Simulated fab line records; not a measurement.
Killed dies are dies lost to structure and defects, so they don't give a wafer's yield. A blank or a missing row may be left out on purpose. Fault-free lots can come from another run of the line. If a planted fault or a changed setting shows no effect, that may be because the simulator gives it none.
fab line records	flow sfq-line
record: lots: 6	wafers: 18	last-day: 79
route steps=325 shown M2@102 I2@103
lots that met no fault: from a run of the same line without faults
start-h: the number of hours between the record's first day and the start of the first shown wafer of the lot	wait-h: hours elapsed since this lot's preceding step	" same as the row above	L1.1+2: several wafers, shown together as one row	- either no value or no given start	* or withheld: withheld	< > ~ a bound
route shown NAME@n: NAME is a module with steps in the file, n the number in the route of the first one	usual: the fault-free wafers' mean and standard deviation	same: alike in all rows	chamber/n: place in a boat	sites: readings site by site	_std_site: the values' standard deviation	_edge_site: mean of outer sites minus mean of inner sites	radius-mm: how far each site lies from the wafer's centre	mask NAME#n: copy n	behind: the last tool/chamber to shape the wafer	hold: why the lot went on hold/how many hours it stayed there/how the hold came to an end	device: transistor that didn't switch, given as n, p or np	end of line: tests run on the same wafers once the route is complete	a step given without rows: its recipe and nothing more	killed: the dies lost at the first sort to structure and to defects; this is not the yield of the wafer	map: dies across one wafer; x = killed, . = not, _ = none there
set.NAME: the setting as run; set.NAME@STEP: as run at that earlier step	model.NAME: the simulator's own value behind a step, which no gauge read
lots at selected steps of the route; one table per step, one row per wafer
services: from which hour (start-h, from the record's first day; less than 0 if before it) a tool's chamber was out of use, for how many hours, and why
== steps ==
step: SFQ_TRILAYER_M2_STRIP_SOLV_CLEAN_062
recipe: chemistry: NMP	temp-c: 70	time-s: 600
step: SFQ_TRILAYER_I2_DEP_PECVD_063
recipe: material: SiO2	temp-c: 150	time-s: 111.11	pressure-torr: 2.4	rf-w: 183.3	precursor: SiH4/N2O	target-thk-nm: 500
usual: heater-power-w: 88/21	throttle-valve-pct: 24.2/0.73
lot.wafer	tool	chamber	start-h	wait-h	heater-power-w	throttle-valve-pct
L711.1	pecvd-04	2	561.90	0.0	107	24.1
L711.2	"	0	"	"	50	24.8
L711.3	"	1	"	"	116	24.1
L715.1	pecvd-02	1	742.31	0.0	81	24.2
L715.4	"	1	"	"	84	23.9
L715.5	"	2	"	"	88	23.3
L720.1	pecvd-04	2	786.72	0.0	96	23.6
L720.5	"	2	"	"	100	23.8
L720.6	"	1	"	"	122	24.1
L721.1	pecvd-04	2	804.19	0.0	108	23.7
L721.2	"	1	"	"	113	23.9
L721.3	"	0	"	"	59	24.7
L722.2	pecvd-02	2	810.64	0.0	77	23.2
L722.3	"	1	"	"	89	24.3
L722.5	"	2	"	"	80	23.3
L723.2	pecvd-04	2	828.55	0.0	99	23.6
L723.4	"	0	"	"	48	24.9
L723.6	"	1	"	"	129	24.2
step: SFQ_TRILAYER_I2_CMP_CMP_064
recipe: material: SiO2	down-force-psi: 3	platen-rpm: 60	pad-velocity-m-s: 0.94248
usual: motor-current-A: 10.0/0.87	time-to-endpoint-s: 212/8.2
lot.wafer	tool	chamber	start-h	wait-h	motor-current-A	time-to-endpoint-s
L711.1	cmp-02	0	572.88	10.9	9.6	209
L711.2	"	2	573.88	11.9	10.6	209
L711.3	"	3	"	"	10.1	220
L715.1	cmp-02	0	742.57	0.2	9.6	214
L715.4	"	1	"	"	9.0	228
L715.5	"	1	745.07	2.7	9.2	228
L720.1	cmp-01	3	811.79	25.0	9.8	214
L720.5	"	1	812.79	26.0	12.2	200
L720.6	"	2	"	"	9.9	208
L721.1	cmp-02	3	833.19	29.0	9.3	203
L721.3	"	0	"	"	9.6	205
L721.2	"	1	"	"	9.2	221
L722.3	cmp-01	3	841.29	30.6	10.0	206
L722.2	"	1	842.29	31.6	11.2	207
L722.5	"	3	843.29	32.6	9.7	221
L723.4	cmp-02	1	860.19	31.6	8.8	226
L723.2	"	3	861.19	32.6	10.4	213
L723.6	"	1	862.19	33.6	8.5	228
step: SFQ_I2_BOW_MEAS_917
recipe: mode: bow
usual: I2_BOW: 5/7.8
lot.wafer	tool	chamber	start-h	wait-h	I2_BOW[um]
L711.1	film-metro-03	-	575.88	2.5	-3
L711.2	"	-	"	"	7
L711.3	"	-	"	"	-6
L715.1	film-metro-04	-	745.57	2.5	8
L715.4	"	-	"	"	0
L715.5	"	-	"	"	15
L720.1	film-metro-02	-	813.79	1.5	-15
L720.5	"	-	"	"	-9
L720.6	"	-	"	"	-8
L721.1	film-metro-04	-	836.19	2.5	15
L721.2	"	-	"	"	12
L721.3	"	-	"	"	8
L722.2	film-metro-03	-	843.81	1.0	10
L722.3	"	-	"	"	7
L722.5	"	-	"	"	11
L723.2	film-metro-03	-	863.21	1.5	-3
L723.4	"	-	"	"	-4
L723.6	"	-	"	"	0
step: SFQ_TRILAYER_I2_METRO_MEASURE_065
usual: thk-nm: 199.7/1.2
lot.wafer	tool	chamber	start-h	wait-h	thk-nm
L711.1	film-metro-03	-	576.00	0.1	198.6
L711.2	"	-	"	"	199.1
L711.3	"	-	"	"	201.1
L715.1	film-metro-04	-	745.69	0.1	200.2
L715.4	"	-	"	"	201.9
L715.5	"	-	"	"	201.4
L720.1	film-metro-02	-	813.91	0.1	200.4
L720.5	"	-	"	"	199.4
L720.6	"	-	"	"	198.9
L721.1	film-metro-04	-	836.31	0.1	201.4
L721.2	"	-	"	"	202.0
L721.3	"	-	"	"	200.8
L722.2	film-metro-03	-	844.11	0.3	201.0
L722.3	"	-	"	"	199.5
L722.5	"	-	"	"	201.6
L723.2	film-metro-03	-	863.51	0.3	200.6
L723.4	"	-	"	"	201.7
L723.6	"	-	"	"	201.1
step: SFQ_TRILAYER_I2_VIA_LITHO_COAT_072
recipe: resist: BARC	spin-rpm: 3000	resist-thk-nm: 62
step: SFQ_TRILAYER_I2_VIA_LITHO_COAT_067
recipe: resist: KrF	spin-rpm: 3000	resist-thk-nm: 650
step: SFQ_TRILAYER_I2_VIA_LITHO_SOFTBAKE_071
recipe: temp-c: withheld	time-s: withheld	resist: KrF
step: SFQ_TRILAYER_I2_VIA_LITHO_EXPOSE_068
recipe: mask-id: I2	na: 0.6	source-shape: conventional	sigma-outer: 0.65	target-cd-nm: 500	dose-mj: 21.3
step: SFQ_TRILAYER_I2_VIA_LITHO_PEB_070
recipe: peb-temp-c: 115	peb-time-s: 60	resist: KrF
step: SFQ_TRILAYER_I2_VIA_LITHO_DEVELOP_069
recipe: time-s: 60	resist: KrF
step: SFQ_I2_OVL_MEAS_918
usual: I2_OVL: -2/5.8
lot.wafer	tool	chamber	start-h	wait-h	I2_OVL[nm]
L711.1	overlay-02	-	595.98	0.1	-11
L711.2	"	-	"	"	-8
L711.3	"	-	"	"	-5
L715.1	overlay-02	-	892.56	0.1	-10
L715.4	"	-	"	"	1
L715.5	"	-	"	"	-5
L720.1	overlay-01	-	941.88	0.1	-7
L720.5	"	-	"	"	0
L720.6	"	-	"	"	-11
L721.1	overlay-01	-	960.01	0.1	-9
L721.2	"	-	"	"	-6
L721.3	"	-	"	"	-10
L722.2	overlay-01	-	966.01	0.1	-6
L722.3	"	-	"	"	-5
L722.5	"	-	"	"	-3
L723.2	overlay-02	-	985.14	0.1	-2
L723.4	"	-	"	"	-3
L723.6	"	-	"	"	9
step: SFQ_TRILAYER_I2_VIA_BARC_OPEN_VIA_ETCH_096
recipe: mask-material: PR	chemistry: O2	target-depth-nm: 125	target: BARC	source-w: 500	bias-w: 80	pressure-mtorr: 30	time-s: 41.7
usual: bias-w: 79.98/0.25	drypump-motor-current-A: 5.6/0.47	oes-product-au: 0.684/0.0047	run-length-s: 69.8/0.36
lot.wafer	tool	chamber	start-h	wait-h	bias-w	drypump-motor-current-A	oes-product-au	rf-hours-counter-h	run-length-s	model.KrF_of_TRILAYER_I2_VIA_LITHO_COAT_067.thk-nm
L711.1	rie-diel-01	0	596.01	0.0	79.74	5.5	0.683	2	69.7	570.7
L711.2	"	3	"	"	79.73	6.2	0.683	2	69.3	571.6
L711.3	"	1	"	"	79.93	5.4	0.677	68	70.1	574.8
L715.1	rie-diel-02	2	892.59	0.0	79.83	5.2	0.678	10	69.8	572.2
L715.4	"	1	"	"	79.80	5.7	0.678	20	70.0	570.9
L715.5	"	3	"	"	79.86	6.2	0.683	-	69.4	572.3
L720.1	rie-diel-04	1	941.92	0.0	80.40	6.2	0.686	6	69.8	570.4
L720.5	"	0	"	"	80.06	5.5	0.681	-	69.6	572.6
L720.6	"	1	"	"	80.26	6.3	0.687	-	70.0	569.9
L721.1	rie-diel-02	1	960.04	0.0	79.97	5.7	0.684	21	69.8	574.8
L721.2	"	0	"	"	80.64	4.8	0.683	9	70.2	573.4
L721.3	"	2	"	"	80.21	5.3	0.684	12	70.2	573.5
L722.2	rie-diel-02	3	966.04	0.0	80.00	6.1	0.650	2	74.3	567.6
L722.3	"	0	"	"	79.76	4.8	0.684	10	70.3	572.8
L722.5	"	0	"	"	79.90	4.8	0.676	-	70.2	570.9
L723.2	rie-diel-02	3	985.17	0.0	79.77	6.1	0.657	2	74.3	564
L723.4	"	2	"	"	79.96	5.2	0.686	12	69.9	568.8
L723.6	"	1	"	"	79.90	5.7	0.689	-	70.1	570.2
step: SFQ_TRILAYER_I2_VIA_ETCH_VIA_ETCH_070
recipe: target: SiO2	stop-on: Nb	mask-material: PR	taper-deg: 20	chemistry: CHF3	target-depth-nm: 260	source-w: 500	bias-w: 80	pressure-mtorr: 30	time-s: withheld
usual: bias-w: 79.95/0.25	drypump-motor-current-A: 5.6/0.47	oes-product-au: 0.854/0.0053
lot.wafer	tool	chamber	start-h	wait-h	bias-w	drypump-motor-current-A	oes-product-au	model.KrF_of_TRILAYER_I2_VIA_LITHO_COAT_067.thk-nm
L711.1	rie-diel-01	0	596.05	0.0	79.99	5.5	0.846	524.6
L711.2	"	3	"	"	79.63	6.3	0.851	527
L711.3	"	1	"	"	79.50	5.4	0.866	530.9
L715.1	rie-diel-02	2	892.63	0.0	80.18	5.2	0.850	527.6
L715.4	"	1	"	"	79.79	5.7	0.861	526
L715.5	"	3	"	"	79.93	6.2	0.861	527.6
L720.1	rie-diel-04	1	941.96	0.0	79.79	6.3	0.858	525.4
L720.5	"	0	"	"	80.18	5.4	0.848	528
L720.6	"	1	"	"	80.01	6.2	0.853	525
L721.1	rie-diel-02	1	960.08	0.0	80.20	5.7	0.857	530.1
L721.2	"	0	"	"	79.29	4.8	0.853	529.9
L721.3	"	2	"	"	79.68	5.3	0.862	529.2
L722.2	rie-diel-02	3	966.08	0.0	80.24	6.1	0.861	523
L722.3	"	0	"	"	79.94	4.8	0.856	529.1
L722.5	"	0	"	"	80.01	4.8	0.864	527
L723.2	rie-diel-02	3	985.21	0.0	80.31	6.1	0.854	519.4
L723.4	"	2	"	"	79.81	5.3	0.849	524.4
L723.6	"	1	"	"	79.84	5.7	0.861	525.4
step: SFQ_TRILAYER_I2_VIA_STRIP_STRIP_071
recipe: gas: O2	power-w: 200	platen-temp-c: 40	overash-fraction: 0.65	chemistry: O2	pressure-mtorr: 50
usual: drypump-motor-current-A: 5.5/0.57	oes-product-au: 0.999/0.0095
lot.wafer	tool	chamber	start-h	wait-h	drypump-motor-current-A	oes-product-au	rf-hours-counter-h
L711.1	rie-metal-02	0	596.17	-	4.9	1.002	46
L711.2	"	1	"	"	6.0	0.998	0
L711.3	"	0	"	"	4.8	1.010	-
L715.1	rie-metal-04	0	892.75	-	6.2	0.998	57
L715.4	"	0	"	"	6.2	1.000	-
L715.5	"	1	"	"	5.0	1.000	-
L720.1	rie-metal-02	1	942.07	-	6.0	0.994	52
L720.5	"	0	"	"	4.8	1.011	-
L720.6	"	1	"	"	6.0	0.987	-
L721.1	rie-metal-02	0	960.20	-	4.9	1.018	103
L721.2	"	1	"	"	6.0	0.998	54
L721.3	"	0	"	"	4.8	1.009	-
L722.2	rie-metal-02	0	966.20	-	4.8	1.012	103
L722.3	"	1	"	"	6.0	0.998	-
L722.5	"	0	"	"	4.8	1.010	-
L723.2	rie-metal-02	1	985.32	-	6.0	1.001	58
L723.4	"	1	"	"	6.0	0.996	-
L723.6	"	0	"	"	4.8	1.005	-
== services ==
tool	chamber	start-h	hours	kind
pecvd-04	-	559.21	1.5	repair
rie-diel-02	-	561.72	2.8	pm
rie-diel-02	3	565.61	5.6	repair
rie-diel-02	1	581.73	6.9	repair
rie-diel-02	-	584.12	0.3	repair
rie-metal-02	-	586.96	0.6	repair
pecvd-04	-	601.25	1.7	repair
cmp-02	-	606.37	1.3	repair
pecvd-04	-	608.40	6.0	pm
rie-diel-02	2	642.71	7.7	repair
cmp-02	-	664.89	3.2	pm
cmp-02	-	671.35	7.3	repair
cmp-02	-	671.65	2.5	repair
rie-diel-02	-	673.06	0.4	repair
rie-metal-02	1	717.69	7.4	repair
pecvd-04	0	722.22	3.4	repair
rie-diel-02	1	731.00	7.6	repair
cmp-02	-	751.39	4.0	pm
cmp-02	-	752.36	1.3	repair
cmp-02	-	768.57	3.7	repair
rie-metal-02	-	775.70	2.8	pm
rie-metal-02	-	870.95	2.7	repair
rie-diel-02	1	898.81	3.8	repair
rie-diel-02	1	952.61	3.9	repair
== key ==
first-sign: step: SFQ_TRILAYER_I2_VIA_BARC_OPEN_VIA_ETCH_096	reading: run-length-s	direction: up	sigmas: 13	usual: *	struck: *
effect: step: SFQ_TRILAYER_I2_VIA_BARC_OPEN_VIA_ETCH_096	reading: oes-product-au	direction: down	sigmas: 6.5	usual: 0.684	struck: 0.653
model-effect: step: SFQ_TRILAYER_I2_VIA_BARC_OPEN_VIA_ETCH_096	value: KrF_of_TRILAYER_I2_VIA_LITHO_COAT_067.thk-nm	without: 571.7	struck: 565.8
model-effect: step: SFQ_TRILAYER_I2_VIA_ETCH_VIA_ETCH_070	value: KrF_of_TRILAYER_I2_VIA_LITHO_COAT_067.thk-nm	without: 527	struck: 521.2
met-at SFQ_TRILAYER_I2_VIA_BARC_OPEN_VIA_ETCH_096
struck-wafers L722.2,L723.2
onset-between 892.59 966.04
fault: kind: process-parameter-drift	tool: rie-diel-02	chamber: 3	onset-h: 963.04	steps: SFQ_TRILAYER_I2_VIA_BARC_OPEN_VIA_ETCH_096	channel: time-s	offset: *	shape: step	end-h: 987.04	acts-in: *	stated: *
